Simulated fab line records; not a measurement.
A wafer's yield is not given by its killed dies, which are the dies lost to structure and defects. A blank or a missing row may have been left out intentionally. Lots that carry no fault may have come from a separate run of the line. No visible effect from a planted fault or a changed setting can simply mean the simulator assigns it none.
fab line records ; flow sky130
record: lots: 6; wafers: 18; lastDay: 51
route steps=708 shown CONTACT@426 METAL1@434
lots with no fault: from the same line, run without faults
startH: start of the lot's first displayed wafer, in hours after the record's first day ; waitH: hours from the lot's prior step to this one ; " repeats the value in the row above ; L1.1+2: a single row standing in for several wafers ; - either no value or no given start ; * or withheld: withheld ; < > ~ a bound
route shown NAME@n: NAME is a module with steps in the file, n the number in the route of the first one ; usual: the fault-free wafers' mean and standard deviation ; same: alike in all rows ; chamber/n: place in a boat ; sites: per-site readings ; _std_site: standard deviation of those values ; _edge_site: outer sites' mean less inner sites' ; radiusMm: how far each site lies from the wafer's centre ; mask NAME#n: copy n ; behind: the last tool/chamber to shape the wafer ; hold: cause of the lot's hold/its duration in hours/its outcome ; device: names the non-switching transistor (n, p or np) ; end of line: tests run on the same wafers once the route is complete ; step lacking rows: just its recipe ; killed: at the first sort, the dies lost to defects and structure; wafer yield is something else ; map: the dies of a wafer, with x for killed, . for not killed, _ for no die there
set.NAME: the setting as run; set.NAME@STEP: as run at that earlier step ; model.NAME: the simulator's own value behind a step, which no gauge read
lots seen at some steps along the route; tables by step, rows by wafer
services: when a tool's chamber went out of use (startH, in hours from the record's first day, below 0 if earlier), for how many hours, and the reason
== steps ==
step: SKY_CONTACT_STRIP_20
recipe: chemistry: postEtchResidueRemover; timeS: 1200; tempC: 72.5
step: SKY_CONTACT_CLEAN_21
recipe: chemistry: IPA; timeS: 180; tempC: 25
step: SKY_CONTACT_CLEAN_22
recipe: chemistry: O3/DIW; dry: n2Spin
step: SKY_CONTACT_SPUTTER_23
recipe: material: TiN; targetThkNm: 20; chamberPressurePa: 5; powerW: 4000; timeS: 80
usual: cathodeDcPowerW: 4000.1/0.71; chamberPressurePa: 4.998/0.011; throttleValvePct: 29.8/0.82
lot.wafer;tool;chamber;startH;waitH;cathodeDcPowerW;chamberPressurePa;throttleValvePct
L201.2;pvdSputter-03;-;793.69;0.0;4000.5;5.008;30.1
L201.3;pvdSputter-03;-;793.69;0.0;3999.4;5.016;30.9
L201.4;pvdSputter-03;-;793.69;0.0;4000.0;5.017;29.4
L214.1;pvdSputter-04;-;882.87;0.0;3999.0;4.992;30.4
L214.2;pvdSputter-04;-;882.87;0.0;4000.3;5.003;30.8
L214.3;pvdSputter-04;-;882.87;0.0;4000.0;5.005;28.7
L215.1;pvdSputter-01;-;889.62;0.0;4000.2;5.007;28.5
L215.4;pvdSputter-01;-;889.62;0.0;3999.9;5.003;29.1
L215.5;pvdSputter-01;-;889.62;0.0;3999.8;4.990;31.3
L217.2;pvdSputter-04;-;904.59;0.0;3999.9;4.993;30.5
L217.5;pvdSputter-04;-;904.59;0.0;3999.3;4.998;30.4
L217.6;pvdSputter-04;-;904.59;0.0;3999.6;5.003;30.8
L218.1;pvdSputter-03;-;909.48;0.0;4000.6;5.001;30.0
L218.2;pvdSputter-03;-;909.48;0.0;3998.7;5.003;31.1
L218.4;pvdSputter-03;-;909.48;0.0;4000.8;5.006;29.4
L220.1;pvdSputter-01;-;924.83;0.0;4000.2;4.999;28.6
L220.3;pvdSputter-01;-;924.83;0.0;4000.2;5.008;28.6
L220.6;pvdSputter-01;-;924.83;0.0;4000.5;4.992;28.8
step: SKY_CONTACT_CVD_24
recipe: material: W; targetThkNm: 340; timeS: 102.12; tempC: 400; pressureTorr: 40
usual: chamberPressureTorr: 39.99/0.087; heaterPowerW: 892/82; susceptorTempC: 399.95/0.22
lot.wafer;tool;chamber;startH;waitH;chamberPressureTorr;heaterPowerW;susceptorTempC
L201.2;cvdW-01;0;793.75;0.0;39.98;882;400.05
L201.3;cvdW-01;1;793.75;0.0;40.03;778;400.23
L201.4;cvdW-01;0;793.75;0.0;40.03;893;399.82
L214.1;cvdW-02;1;882.93;0.0;39.96;911;399.88
L214.2;cvdW-02;0;882.93;0.0;39.83;1020;399.99
L214.3;cvdW-02;1;882.93;0.0;39.87;962;399.49
L215.1;cvdW-01;1;889.69;0.0;40.22;781;400.05
L215.4;cvdW-01;0;889.69;0.0;39.84;884;400.12
L215.5;cvdW-01;1;889.69;0.0;40.05;756;400.01
L217.2;cvdW-01;1;904.65;0.0;40.02;754;400.28
L217.5;cvdW-01;1;904.65;0.0;40.06;789;400.25
L217.6;cvdW-01;0;904.65;0.0;39.92;923;400.14
L218.1;cvdW-01;1;909.55;0.0;40.03;784;399.95
L218.2;cvdW-01;0;909.55;0.0;39.98;905;400.23
L218.4;cvdW-01;0;909.55;0.0;40.15;901;400.30
L220.1;cvdW-01;0;924.90;0.0;40.04;906;400.37
L220.3;cvdW-01;0;924.90;0.0;39.96;920;399.88
L220.6;cvdW-01;0;924.90;0.0;40.00;922;400.28
step: SKY_CONTACT_RS_MEAS_25
recipe: thkMeasGauge: four-point-probe; reads: W_of_CONTACT_CVD_24+TiN_of_CONTACT_SPUTTER_23
usual: CONTACT_W_RS: 0.337/0.0037
lot.wafer;tool;chamber;startH;waitH;CONTACT_W_RS[ohm/sq]
L201.2;filmMetro-04;-;793.88;0.1;0.332
L201.3;filmMetro-04;-;793.88;0.1;0.337
L201.4;filmMetro-04;-;793.88;0.1;0.332
L214.1;filmMetro-04;-;883.04;0.1;0.330
L214.2;filmMetro-04;-;883.04;0.1;0.334
L214.3;filmMetro-04;-;883.04;0.1;0.333
L215.1;filmMetro-04;-;889.80;0.1;0.344
L215.4;filmMetro-04;-;889.80;0.1;0.341
L215.5;filmMetro-04;-;889.80;0.1;0.344
L217.2;filmMetro-04;-;904.78;0.1;0.342
L217.5;filmMetro-04;-;904.78;0.1;0.339
L217.6;filmMetro-04;-;904.78;0.1;0.338
L218.1;filmMetro-03;-;909.66;0.1;0.337
L218.2;filmMetro-03;-;909.66;0.1;0.333
L218.4;filmMetro-03;-;909.66;0.1;0.331
L220.1;filmMetro-04;-;925.01;0.1;0.334
L220.3;filmMetro-04;-;925.01;0.1;0.332
L220.6;filmMetro-04;-;925.01;0.1;0.331
step: SKY_CONTACT_THK_MEAS_26
recipe: thkMeasGauge: xrf; reads: W_of_CONTACT_CVD_24
usual: CONTACT_W_THK: 326/4.9
lot.wafer;tool;chamber;startH;waitH;CONTACT_W_THK[nm]
L201.2;filmMetro-04;-;793.99;0.1;332
L201.3;filmMetro-04;-;793.99;0.1;326
L201.4;filmMetro-04;-;793.99;0.1;331
L214.1;filmMetro-04;-;883.16;0.1;331
L214.2;filmMetro-04;-;883.16;0.1;327
L214.3;filmMetro-04;-;883.16;0.1;327
L215.1;filmMetro-04;-;889.92;0.1;317
L215.4;filmMetro-04;-;889.92;0.1;320
L215.5;filmMetro-04;-;889.92;0.1;316
L217.2;filmMetro-04;-;904.89;0.1;320
L217.5;filmMetro-04;-;904.89;0.1;320
L217.6;filmMetro-04;-;904.89;0.1;321
L218.1;filmMetro-03;-;909.78;0.1;327
L218.2;filmMetro-03;-;909.78;0.1;331
L218.4;filmMetro-03;-;909.78;0.1;335
L220.1;filmMetro-04;-;925.13;0.1;326
L220.3;filmMetro-04;-;925.13;0.1;327
L220.6;filmMetro-04;-;925.13;0.1;328
step: SKY_CONTACT_CMP_27
recipe: stopOn: SiO2; tOverpolishS: 15; downForcePsi: 3.5; platenRpm: 60; targetThkNm: 0; padVelocityMS: 0.94248
usual: motorCurrentA: 11.0/1.2; overpolishRunS: 15.000/0.0085; timeToEndpointS: 82/3.2
lot.wafer;tool;chamber;startH;waitH;motorCurrentA;overpolishRunS;timeToEndpointS
L201.2;cmp-02;0;794.04;0.0;11.6;14.993;78
L201.3;cmp-02;1;794.04;0.0;10.8;15.005;82
L201.4;cmp-02;2;794.04;0.0;13.2;15.011;82
L214.2;cmp-02;2;883.38;0.2;12.6;14.994;84
L214.3;cmp-02;3;883.38;0.2;10.6;14.989;86
L214.1;cmp-02;0;883.38;0.2;10.9;14.995;80
L215.1;cmp-02;3;890.08;0.2;11.0;14.992;83
L215.4;cmp-02;0;890.08;0.2;10.5;15.000;80
L215.5;cmp-02;2;890.08;0.2;13.2;14.998;81
L217.2;cmp-01;3;905.09;0.2;12.2;15.012;79
L217.6;cmp-01;0;905.09;0.2;8.9;14.991;79
L217.5;cmp-01;1;905.09;0.2;10.0;15.004;77
L218.4;cmp-02;1;909.84;0.0;10.0;15.008;81
L218.1;cmp-02;2;909.84;0.0;12.5;15.011;77
L218.2;cmp-02;3;909.84;0.0;11.1;14.997;82
L220.1;cmp-01;3;925.19;0.1;12.1;14.994;88
L220.3;cmp-01;1;925.19;0.1;10.4;14.987;88
L220.6;cmp-01;0;925.19;0.1;9.1;15.007;87
step: SKY_METAL1_SPUTTER_00
recipe: material: Ti; targetThkNm: 15; powerW: 3000; timeS: 10; chamberPressurePa: 0.4
usual: cathodeDcPowerW: 3000.0/0.5; chamberPressurePa: 0.4000/0.00076; throttleValvePct: 30.0/0.73
lot.wafer;tool;chamber;startH;waitH;cathodeDcPowerW;chamberPressurePa;throttleValvePct
L201.2;pvdSputter-04;-;794.34;0.2;2999.9;0.4003;30.6
L201.3;pvdSputter-04;-;794.34;0.2;2999.7;0.4011;30.9
L201.4;pvdSputter-04;-;794.34;0.2;3000.2;0.4000;28.5
L214.1;pvdSputter-04;-;883.68;0.1;2999.9;0.3994;30.8
L214.2;pvdSputter-04;-;883.68;0.1;3000.7;0.3985;28.6
L214.3;pvdSputter-04;-;883.68;0.1;2999.7;0.3987;30.3
L215.1;pvdSputter-04;-;890.28;0.1;3000.2;0.4005;30.2
L215.4;pvdSputter-04;-;890.28;0.1;2999.7;0.3998;30.3
L215.5;pvdSputter-04;-;890.28;0.1;2999.7;0.3991;30.7
L217.2;pvdSputter-02;-;905.24;0.1;3000.2;0.3994;30.4
L217.5;pvdSputter-02;-;905.24;0.1;2999.4;0.4004;29.9
L217.6;pvdSputter-02;-;905.24;0.1;3000.2;0.4005;30.0
L218.1;pvdSputter-04;-;910.14;0.2;2999.7;0.3986;29.0
L218.2;pvdSputter-04;-;910.14;0.2;3000.1;0.4011;28.7
L218.4;pvdSputter-04;-;910.14;0.2;2999.8;0.3998;30.5
L220.1;pvdSputter-03;-;925.49;0.2;3000.9;0.4015;29.7
L220.3;pvdSputter-03;-;925.49;0.2;3000.4;0.4002;29.9
L220.6;pvdSputter-03;-;925.49;0.2;2999.7;0.4002;29.8
step: SKY_METAL1_SPUTTER_01
recipe: material: TiN; targetThkNm: 20; powerW: 6500; timeS: 16.7; chamberPressurePa: 0.4
step: SKY_METAL1_SPUTTER_02
recipe: material: AlCu; targetThkNm: 250; powerW: 10600; timeS: 13.3; chamberPressurePa: 0.4
usual: cathodeDcPowerW: 10600/1.9; chamberPressurePa: 0.4000/0.00075; throttleValvePct: 30.0/0.72
lot.wafer;tool;chamber;startH;waitH;cathodeDcPowerW;chamberPressurePa;throttleValvePct
L201.2;pvdSputter-04;-;794.39;0.0;10601;0.3992;30.4
L201.3;pvdSputter-04;-;794.39;0.0;10602;0.4010;31.0
L201.4;pvdSputter-04;-;794.39;0.0;10603;0.4003;28.2
L214.1;pvdSputter-04;-;883.73;0.0;10601;0.3990;30.9
L214.2;pvdSputter-04;-;883.73;0.0;10599;0.3991;28.7
L214.3;pvdSputter-04;-;883.73;0.0;10600;0.4003;30.4
L215.1;pvdSputter-04;-;890.33;0.0;10598;0.4008;30.3
L215.4;pvdSputter-04;-;890.33;0.0;10601;0.3998;30.3
L215.5;pvdSputter-04;-;890.33;0.0;10600;0.4007;30.9
L217.2;pvdSputter-02;-;905.29;0.0;10600;0.4004;30.2
L217.5;pvdSputter-02;-;905.29;0.0;10599;0.4003;29.9
L217.6;pvdSputter-02;-;905.29;0.0;10599;0.4010;29.9
L218.1;pvdSputter-04;-;910.18;0.0;10601;0.4016;29.5
L218.2;pvdSputter-04;-;910.18;0.0;10601;0.3997;28.5
L218.4;pvdSputter-04;-;910.18;0.0;10600;0.4003;30.2
L220.1;pvdSputter-03;-;925.53;0.0;10599;0.3995;29.5
L220.3;pvdSputter-03;-;925.53;0.0;10599;0.3995;29.8
L220.6;pvdSputter-03;-;925.53;0.0;10601;0.3997;29.9
step: SKY_METAL1_SPUTTER_03
recipe: material: Ti; targetThkNm: 5; powerW: 3000; timeS: 3.3; chamberPressurePa: 0.4
step: SKY_METAL1_SPUTTER_04
recipe: material: TiN; targetThkNm: 70; powerW: 6500; timeS: 58.3; chamberPressurePa: 0.4
usual: cathodeDcPowerW: 6500.0/1.3; chamberPressurePa: 0.3999/0.00077; throttleValvePct: 30.0/0.73
lot.wafer;tool;chamber;startH;waitH;cathodeDcPowerW;chamberPressurePa;throttleValvePct
L201.2;pvdSputter-04;-;794.43;0.0;6501.4;0.3992;30.4
L201.3;pvdSputter-04;-;794.43;0.0;6498.8;0.3989;31.0
L201.4;pvdSputter-04;-;794.43;0.0;6501.9;0.4008;28.9
L214.1;pvdSputter-04;-;883.77;0.0;-;-;-
L214.2;pvdSputter-04;-;883.77;0.0;-;-;-
L214.3;pvdSputter-04;-;883.77;0.0;-;-;-
L215.1;pvdSputter-04;-;890.37;0.0;-;-;-
L215.4;pvdSputter-04;-;890.37;0.0;-;-;-
L215.5;pvdSputter-04;-;890.37;0.0;-;-;-
L217.2;pvdSputter-02;-;905.33;0.0;6500.6;0.3991;30.5
L217.5;pvdSputter-02;-;905.33;0.0;6500.4;0.3989;30.0
L217.6;pvdSputter-02;-;905.33;0.0;6499.7;0.4004;30.2
L218.1;pvdSputter-04;-;910.23;0.0;6499.4;0.3996;28.9
L218.2;pvdSputter-04;-;910.23;0.0;6497.5;0.3995;28.7
L218.4;pvdSputter-04;-;910.23;0.0;6499.5;0.3993;30.4
L220.1;pvdSputter-03;-;925.58;0.0;6499.8;0.4001;29.5
L220.3;pvdSputter-03;-;925.58;0.0;6499.7;0.3986;29.6
L220.6;pvdSputter-03;-;925.58;0.0;6501.6;0.3988;30.2
step: SKY_METAL1_THK_MEAS_06
recipe: thkMeasGauge: xrf; reads: AlCu_of_METAL1_SPUTTER_02
usual: METAL1_ALCU_THK: 255/3.3
lot.wafer;tool;chamber;startH;waitH;METAL1_ALCU_THK[nm]
L201.2;filmMetro-03;-;794.61;0.1;256
L201.3;filmMetro-03;-;794.61;0.1;255
L201.4;filmMetro-03;-;794.61;0.1;256
L214.1;filmMetro-01;-;883.94;0.1;293
L214.2;filmMetro-01;-;883.94;0.1;292
L214.3;filmMetro-01;-;883.94;0.1;293
L215.1;filmMetro-01;-;890.54;0.1;292
L215.4;filmMetro-01;-;890.54;0.1;288
L215.5;filmMetro-01;-;890.54;0.1;293
L217.2;filmMetro-03;-;905.51;0.1;249
L217.5;filmMetro-03;-;905.51;0.1;247
L217.6;filmMetro-03;-;905.51;0.1;251
L218.1;filmMetro-01;-;910.40;0.1;253
L218.2;filmMetro-01;-;910.40;0.1;259
L218.4;filmMetro-01;-;910.40;0.1;257
L220.1;filmMetro-03;-;925.75;0.1;253
L220.3;filmMetro-03;-;925.75;0.1;251
L220.6;filmMetro-03;-;925.75;0.1;250
step: SKY_METAL1_DEHYDRATE_07
recipe: tempC: 200; timeS: 60
== services ==
tool;chamber;startH;hours;kind
pvdSputter-02;-;792.20;2.2;repair
cmp-01;-;803.26;7.1;pm
pvdSputter-04;-;805.07;0.9;repair
cvdW-01;-;811.08;2.8;pm
cmp-01;-;827.94;0.5;repair
pvdSputter-01;3;832.59;-;consumableReplace:kit
pvdSputter-01;3;832.59;18.0;scheduledDown
pvdSputter-01;3;832.59;18.0;ventCycle
cmp-02;-;846.00;7.3;repair
cvdW-02;-;853.57;6.0;pm
pvdSputter-01;-;855.76;1.4;repair
pvdSputter-02;-;863.18;4.3;repair
cmp-02;-;864.95;0.7;repair
cvdW-02;1;869.81;5.5;repair
pvdSputter-04;0;875.01;-;consumableReplace:kit
pvdSputter-04;0;875.01;18.0;scheduledDown
pvdSputter-04;0;875.01;18.0;ventCycle
cmp-01;-;881.07;3.2;repair
cvdW-02;-;904.00;14.0;pm
cvdW-02;0;904.00;14.0;ventCycle
cmp-01;-;912.25;4.0;pm
cmp-01;-;916.25;-;consumableReplace:conditioner
cmp-01;-;916.25;-;consumableReplace:pad
cmp-02;-;916.84;1.1;repair
== key ==
firstSign: step: SKY_METAL1_SPUTTER_04; reading: toolRecord; direction: missing
effect: step: SKY_METAL1_THK_MEAS_06; reading: METAL1_ALCU_THK; direction: up; sigmas: 11; usual: 255; struck: 292
metAt SKY_METAL1_SPUTTER_04
struckWafers L214.1,L214.2,L214.3,L215.1,L215.4,L215.5
laterRowsLeftOut L214.1,L214.2,L214.3,L215.1,L215.4,L215.5
sortLeftOut L214.1,L214.2,L214.3,L215.1,L215.4,L215.5
onsetBetween 794.43 883.77
fault: kind: skippedStepWhole; tool: pvdSputter-04; chamber: -; onsetH: 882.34; steps: SKY_METAL1_SPUTTER_04; scope: struckLotsOnly
sortLeftOut: the simulated sort isn't trusted on such a fault, so these wafers' sort isn't shown, and their yield isn't known
laterRowsLeftOut: the simulator's readings of these wafers behind a module that went badly wrong aren't trusted and aren't shown, but for the sort
